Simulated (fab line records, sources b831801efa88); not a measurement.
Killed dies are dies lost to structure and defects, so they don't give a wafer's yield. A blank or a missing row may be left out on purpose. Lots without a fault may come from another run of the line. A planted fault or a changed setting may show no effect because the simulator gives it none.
fab line records | flow sky130
record lots=5 wafers=15 last_day=49
route steps=708 shown GATE_OXIDE@200 POLY_GATE@204 RES_PROTECT@206
lots that met no fault: from a run of the same line without faults
start_h: hours from the record's first day to the start of the lot's first wafer shown | wait_h: hours since the lot's step before | " the same as in the row above | L1.1+2: a row that stands for several wafers | - no value, or no start given | * or withheld: withheld | < > ~ a bound
route shown NAME@n: a module of which the file shows steps, and the number in the route of the first | usual: mean/standard deviation of fault-free wafers | same: alike in all rows | chamber/n: place in a boat | sites: the reading at each site | _std_site: their standard deviation | _edge_site: outer sites' mean less inner sites' | radius_mm: how far each site lies from the wafer's centre | mask NAME#n: copy n | behind: the tool/chamber that last shaped the wafer | hold: why the lot was held/for how many hours/how that ended | device: the transistor (n, p or np) that didn't switch | end of line: the same wafers' tests at the end of the route | a step without rows: its recipe alone | killed: dies lost to structure and defects at the first sort, not the wafer's yield | map: a wafer's dies, x killed, . not, _ none there
set.NAME: the setting as run; set.NAME@STEP: as run at that earlier step | model.NAME: the simulator's own value behind a step, which no gauge read
lots at some steps of the route; a table a step, a row a wafer
services: from which hour (start_h, from the record's first day; less than 0 if before it) a tool's chamber was out of use, for how many hours, and why
## steps
# step SKY_GATE_OXIDE_STRIP_13
# recipe chemistry=O2/N2 power_w=1400 pressure_mtorr=1500 platen_temp_c=withheld o2_flow_sccm=3000 n2_flow_sccm=300 overash_fraction=0.5
# usual drypump_motor_current_A=5.3/0.4 n2_flow_sccm=300.2/0.82 oes_product_au=0.716/0.0045 strip_time_to_endpoint_s=14.18/0.038
# columns lot.wafer tool chamber start_h wait_h drypump_motor_current_A n2_flow_sccm oes_product_au rf_hours_counter_h strip_time_to_endpoint_s
L075.1 plasma_asher-01 0 319.92 0.0 5.1 300.5 0.719 66 14.12
L075.4 " 1 " " 5.0 299.5 0.717 - 14.13
L075.6 " 0 " " 5.1 300.7 0.723 - 14.11
L077.1 plasma_asher-01 0 328.42 0.0 5.1 298.4 0.711 67 14.17
L077.5 " 1 " " 5.0 300.2 0.717 - 14.14
L077.6 " 0 " " 5.0 300.5 0.715 - 14.18
L086.1 plasma_asher-03 0 415.62 0.0 6.1 300.4 0.713 71 14.23
L086.2 " 1 " " 5.3 301.1 0.712 71 14.21
L086.3 " 0 " " 6.1 301.4 0.712 - 14.23
L093.3 plasma_asher-01 1 463.58 0.0 5.0 301.2 0.723 - 14.19
L093.4 " 0 " " 5.0 300.2 0.713 - 14.18
L093.5 " 1 " " 5.0 300.8 0.720 - 14.22
L092.3 plasma_asher-02 1 463.88 0.0 5.7 300.1 0.718 - 14.20
L092.4 " 0 " " 5.0 300.6 0.722 - 14.22
L092.5 " 0 " " 4.9 300.5 0.712 - 14.16
# step SKY_GATE_OXIDE_TW_MEAS_14
# usual GATE_OXIDE_TW=224.4/1.2
# columns lot.wafer tool chamber start_h wait_h GATE_OXIDE_TW
L075.1 film_metro-02 - 320.02 0.1 225.5
L075.4 " - " " 224.4
L075.6 " - " " 224.8
L077.1 film_metro-03 - 328.52 0.1 224.5
L077.5 " - " " 224.5
L077.6 " - " " 225.0
L086.1 film_metro-01 - 415.72 0.1 224.6
L086.2 " - " " 224.8
L086.3 " - " " 224.8
L093.3 film_metro-02 - 463.67 0.1 225.3
L093.4 " - " " 223.9
L093.5 " - " " 225.2
L092.3 film_metro-03 - 463.97 0.1 226.1
L092.4 " - " " 226.3
L092.5 " - " " 226.4
# step SKY_GATE_OXIDE_CLEAN_15
# recipe chemistry=SC1/SC2 mix=1:4:20 temp_c=70 time_s=150 dry=n2_spin
# usual temp_c=70.01/0.13
# same time_s=150
# columns lot.wafer tool chamber start_h wait_h temp_c
L075.1 wet_bench-02 0 320.08 0.1 69.82
L075.4 " 0 " " 69.90
L075.6 " 0 " " 69.86
L077.1 wet_bench-04 0 328.58 0.1 69.81
L077.5 " 0 " " 70.20
L077.6 " 0 " " 69.87
L086.1 wet_bench-04 3 415.78 0.1 69.77
L086.2 " 3 " " 70.05
L086.3 " 3 " " 69.97
L093.3 wet_bench-04 1 463.71 0.0 70.16
L093.4 " 1 " " 70.15
L093.5 " 1 " " 70.20
L092.3 wet_bench-03 3 464.01 0.0 70.11
L092.4 " 3 " " 70.05
L092.5 " 3 " " 69.82
# step SKY_GATE_OXIDE_OXIDATION_16
# recipe temp_c=800 ambient=O2 idle_temp_c=700 ramp_up_c_per_min=10 ramp_down_c_per_min=3 stabilise_s=600 purge_s=300 target_thk_a=35.7 ox_time_s=1915
# columns lot.wafer tool chamber start_h wait_h
L075.1+4+6 furnace-01 0 321.16 1.0
L077.1+5+6 furnace-01 0 329.98 1.3
L086.1+2+3 furnace-01 0 422.47 6.6
L093.3+4+5 furnace-02 0 463.95 0.2
L092.3+4+5 furnace-01 0 465.25 1.2
# step SKY_POLY_GATE_CVD_00
# recipe material=poly-Si target_thk_nm=180 temp_c=620 time_s=720 pressure_mtorr=200
# usual susceptor_temp_C=620.01/0.27
# same time_s=720
# columns lot.wafer tool chamber start_h wait_h susceptor_temp_C
L075.1 lpcvd-01 0 322.69 0.0 619.97
L075.4 " 0 " " 620.18
L075.6 " 0 " " 620.25
L077.1 lpcvd-01 0 331.94 0.4 619.99
L077.5 " 0 " " 619.62
L077.6 " 0 " " 620.26
L086.1 lpcvd-01 0 424.00 0.0 619.82
L086.2 " 0 " " 619.89
L086.3 " 0 " " 620.36
L093.3 lpcvd-01 1 465.49 0.0 620.20
L093.4 " 1 " " 620.39
L093.5 " 1 " " 620.08
L092.3 lpcvd-01 1 466.78 0.0 619.92
L092.4 " 1 " " 619.68
L092.5 " 1 " " 619.89
# step SKY_POLY_GATE_THK_MEAS_01
# recipe reads=poly-Si_of_POLY_GATE_CVD_00
# usual POLY_GATE_CVD_00_THK=180.0/1.3
# columns lot.wafer tool chamber start_h wait_h POLY_GATE_CVD_00_THK[nm]
L075.1 film_metro-04 - 323.89 0.0 179.7
L075.4 " - " " 179.3
L075.6 " - " " 179.7
L077.1 film_metro-03 - 334.64 0.0 179.5
L077.5 " - " " 180.9
L077.6 " - " " 179.0
L086.1 film_metro-04 - 425.20 0.0 178.2
L086.2 " - " " 179.3
L086.3 " - " " 179.2
L093.3 film_metro-04 - 466.71 0.0 179.8
L093.4 " - " " 181.0
L093.5 " - " " 181.9
L092.3 film_metro-02 - 468.00 0.0 180.5
L092.4 " - " " 179.6
L092.5 " - " " 179.5
# step SKY_RES_PROTECT_DEHYDRATE_00
# recipe temp_c=200 time_s=60
# usual heater_power_total_W=160.37/0.13
# same time_s=60
# columns lot.wafer tool chamber start_h wait_h heater_power_total_W
L075.1 litho_track-03 0 336.47 12.6 160.28
L075.4 " 0 " " 160.26
L075.6 " 0 " " 160.42
L077.1 litho_track-03 0 346.87 12.2 160.12
L077.5 " 0 " " 160.19
L077.6 " 0 " " 160.30
L086.1 litho_track-02 0 439.46 14.3 160.53
L086.2 " 0 " " 160.19
L086.3 " 0 " " 160.28
L093.3 litho_track-02 0 481.91 15.2 160.49
L093.4 " 0 " " 160.32
L093.5 " 0 " " 160.22
L092.3 litho_track-03 0 483.07 15.1 160.57
L092.4 " 0 " " 160.40
L092.5 " 0 " " 160.39
# step SKY_RES_PROTECT_HMDS_01
# recipe prime_time_s=60 prime_temp_c=120
# columns lot.wafer tool chamber start_h wait_h
L075.1+4+6 litho_track-03 0 336.62 0.1
L077.1+5+6 litho_track-03 0 347.02 0.1
L086.1+2+3 litho_track-02 0 439.61 0.1
L093.3+4+5 litho_track-02 0 482.06 0.1
L092.3+4+5 litho_track-03 0 483.22 0.1
# step SKY_RES_PROTECT_COAT_02
# recipe resist=NOVOLAK spin_rpm=3000 resist_thk_nm=1140
# columns lot.wafer tool chamber start_h wait_h
L075.1+4+6 litho_track-03 0 336.77 0.1
L077.1+5+6 litho_track-03 0 347.17 0.1
L086.1+2+3 litho_track-02 0 439.76 0.1
L093.3+4+5 litho_track-02 0 482.21 0.1
L092.3+4+5 litho_track-03 0 483.37 0.1
# step SKY_RES_PROTECT_SOFTBAKE_03
# recipe temp_c=90 time_s=60 resist=NOVOLAK
# usual heater_power_total_W=56.60/0.05
# same time_s=60
# columns lot.wafer tool chamber start_h wait_h heater_power_total_W
L075.1 litho_track-03 0 336.92 0.1 56.66
L075.4 " 0 " " 56.64
L075.6 " 0 " " 56.59
L077.1 litho_track-03 0 347.32 0.1 56.64
L077.5 " 0 " " 56.63
L077.6 " 0 " " 56.55
L086.1 litho_track-02 0 439.91 0.1 56.59
L086.2 " 0 " " 56.59
L086.3 " 0 " " 56.60
L093.3 litho_track-02 0 482.36 0.1 56.64
L093.4 " 0 " " 56.60
L093.5 " 0 " " 56.55
L092.3 litho_track-03 0 483.52 0.1 56.60
L092.4 " 0 " " 56.56
L092.5 " 0 " " 56.62
# step SKY_RES_PROTECT_EXPOSE_04
# recipe mask_id=RPM na=0.6 source_shape=conventional sigma_outer=0.6 polarization=unpolarized target_cd_nm=1270 dose_mj=131
# usual focus_offset_nm=-0.1/0.58 reticle_temp_C=23.01/0.087 stage_vel_mm_s=500.00/0.26
# columns lot.wafer tool chamber start_h wait_h mask focus_offset_nm reticle_temp_C stage_vel_mm_s
L075.1 iline_stepper-02 0 - - RPM#0 -0.1 22.91 499.85
L075.4 " 0 " " RPM#0 -0.4 22.84 499.61
L075.6 " 0 " " RPM#0 0.5 22.96 499.89
L077.1 iline_stepper-01 0 - - RPM#0 -0.5 23.07 499.88
L077.5 " 0 " " RPM#0 -0.2 23.07 499.80
L077.6 " 0 " " RPM#0 -0.5 23.12 500.16
L086.1 iline_stepper-02 0 - - RPM#0 -0.1 23.02 500.14
L086.2 " 0 " " RPM#0 0.6 23.08 499.90
L086.3 " 0 " " RPM#0 -0.4 22.88 500.12
L093.3 iline_stepper-01 0 - - RPM#0 -0.1 22.91 499.96
L093.4 " 0 " " RPM#0 0.8 22.85 500.37
L093.5 " 0 " " RPM#0 -0.6 23.01 500.28
L092.3 iline_stepper-02 0 - - RPM#0 -0.3 23.05 499.96
L092.4 " 0 " " RPM#0 0.0 23.15 499.78
L092.5 " 0 " " RPM#0 -1.0 23.10 499.92
# step SKY_RES_PROTECT_PEB_05
# recipe temp_c=withheld time_s=* resist=NOVOLAK
# same time_s=*
# columns lot.wafer tool chamber start_h wait_h
L075.1+4+6 litho_track-02 0 - -
L077.1+5+6 litho_track-03 0 - -
L086.1+2+3 litho_track-03 0 - -
L093.3+4+5 litho_track-01 0 - -
L092.3+4+5 litho_track-01 0 - -
# step SKY_RES_PROTECT_DEVELOP_06
# recipe resist=NOVOLAK developer=TMAH develop_time_s=60 dev_temp_c=23
# columns lot.wafer tool chamber start_h wait_h
L075.1+4+6 litho_track-02 0 349.61 0.1
L077.1+5+6 litho_track-03 0 359.37 0.1
L086.1+2+3 litho_track-03 0 454.52 0.1
L093.3+4+5 litho_track-01 0 497.28 0.1
L092.3+4+5 litho_track-01 0 498.48 0.1
# step SKY_POLY_GATE_IMPLANT_02
# recipe species=P energy_kev=30 dose_cm2=7.7e+15 tilt_deg=0
# usual tilt_deg=0.005/0.023
# same implant_ion_amu=31
# columns lot.wafer tool chamber start_h wait_h tilt_deg
L075.1 implanter-02 0 349.76 0.1 -0.002
L075.4 " 0 " " 0.028
L075.6 " 0 " " 0.029
L077.1 implanter-02 0 359.52 0.1 -0.020
L077.5 " 0 " " -0.011
L077.6 " 0 " " -0.002
L086.1 implanter-03 0 454.67 0.1 0.002
L086.2 " 0 " " -0.009
L086.3 " 0 " " -0.028
L093.3 implanter-03 0 497.43 0.1 -0.007
L093.4 " 0 " " 0.017
L093.5 " 0 " " 0.013
L092.3 implanter-04 0 498.63 0.1 0.032
L092.4 " 0 " " 0.017
L092.5 " 0 " " 0.033
# step SKY_RES_PROTECT_STRIP_07
# recipe chemistry=O2/N2 power_w=1400 pressure_mtorr=1500 platen_temp_c=withheld o2_flow_sccm=3000 n2_flow_sccm=300 overash_fraction=0.5
# usual drypump_motor_current_A=5.4/0.36 n2_flow_sccm=300.0/0.92 oes_product_au=0.517/0.0049 strip_time_to_endpoint_s=23.30/0.046
# columns lot.wafer tool chamber start_h wait_h drypump_motor_current_A n2_flow_sccm oes_product_au rf_hours_counter_h strip_time_to_endpoint_s
L075.1 plasma_asher-03 1 349.91 0.1 5.3 300.9 0.525 65 23.23
L075.4 " 0 " " 6.1 300.0 0.529 - 23.26
L075.6 " 0 " " 6.1 300.1 0.510 - 23.26
L077.1 plasma_asher-04 0 359.67 0.1 5.1 301.3 0.513 22 23.28
L077.5 " 1 " " 5.3 300.6 0.514 - 23.35
L077.6 " 0 " " 5.1 300.5 0.513 - 23.28
L086.1 plasma_asher-04 1 454.82 0.1 5.4 300.5 0.520 32 23.25
L086.2 " 0 " " 5.1 300.4 0.511 32 23.24
L086.3 " 1 " " 5.4 300.1 0.522 - 23.24
L093.3 plasma_asher-02 1 497.56 0.1 5.7 298.5 0.509 - 23.27
L093.4 " 0 " " 4.9 299.0 0.514 - 23.37
L093.5 " 1 " " 5.7 299.0 0.520 - 23.27
L092.3 plasma_asher-03 0 498.76 0.1 6.1 300.7 0.510 - 23.33
L092.4 " 1 " " 5.3 301.4 0.517 - 23.34
L092.5 " 0 " " 6.1 300.4 0.527 - 23.31
## services
# columns tool chamber start_h hours kind
plasma_asher-02 - 303.36 2.0 repair
implanter-02 - 304.23 2.3 repair
iline_stepper-01 - 310.56 16.8 repair
furnace-01 - 324.22 3.2 pm
implanter-02 - 370.89 3.0 pm
iline_stepper-01 - 381.33 4.4 pm
plasma_asher-04 - 382.59 1.0 repair
iline_stepper-02 - 385.78 4.4 pm
lpcvd-01 - 401.84 0.3 repair
plasma_asher-03 - 413.24 0.7 repair
plasma_asher-01 - 421.25 9.0 pm
implanter-03 - 426.98 1.9 repair
plasma_asher-01 - 436.25 4.5 repair
implanter-03 - 438.81 3.8 repair
furnace-01 - 450.58 3.9 pm
iline_stepper-02 - 456.77 1.7 pm
plasma_asher-04 - 459.67 14.6 pm
implanter-03 - 464.60 4.3 pm
plasma_asher-04 - 474.27 28.1 pm
wet_bench-04 - 477.74 2.5 repair
plasma_asher-01 - 481.38 2.2 repair
implanter-03 - 482.97 10.8 pm
wet_bench-04 - 490.32 3.4 repair
furnace-01 - 491.08 3.1 pm
## key
fault none
